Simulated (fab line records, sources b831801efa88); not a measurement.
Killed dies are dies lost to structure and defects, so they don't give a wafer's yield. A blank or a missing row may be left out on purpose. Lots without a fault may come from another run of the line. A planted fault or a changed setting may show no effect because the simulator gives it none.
Chamber matching | flow gf180mcu | GF_V4_CMP_04 on cmp-01: 4 sister chambers
The step polishes SiO2. 4 wafers are shown with their chamber, then 7 later ones without.

WAFERS WITH THEIR CHAMBER
wafer  | chamber | motor_current_A (A)
L375.3 | 2       | 12.9
L375.4 | 3       | 10.7
L380.3 | 0       | 12.5
L380.4 | 1       | 12.8

WAFERS WITHOUT THEIR CHAMBER
wafer  | motor_current_A (A)
L380.6 | 10.3
L381.1 | 13.7
L381.3 | 10.5
L381.5 | 12.6
L383.1 | 13.1
L383.4 | 10.3
L383.5 | 13.2

WHICH CHAMBER EACH WENT THROUGH
wafer  | from the rows above          | in truth
L380.6 | 3                            | 3
L381.1 | can't be placed: 2 or 1 or 0 | 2
L381.3 | 3                            | 3
L381.5 | can't be placed: 0 or 1 or 2 | 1
L383.1 | can't be placed: 2 or 1 or 0 | 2
L383.4 | 3                            | 3
L383.5 | can't be placed: 2 or 1 or 0 | 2
Placed correctly: 3 of 7. Can't be placed from these rows: 4 (the true chamber is among the candidates in 4). Placed wrongly: 0.
How it was worked out, from the rows above alone: a wafer's distance from a chamber is the root of the sum, over the readings, of the square of ((its reading less the chamber's mean) divided by the reading's scatter). The wafer belongs to the nearest chamber; if the next one is less than 2 further off, it can't be placed. A chamber's mean is the mean of its shown wafers. The scatter: with one shown wafer a chamber, the root of the mean of the squares of how far each hidden wafer lies from its nearest shown one.
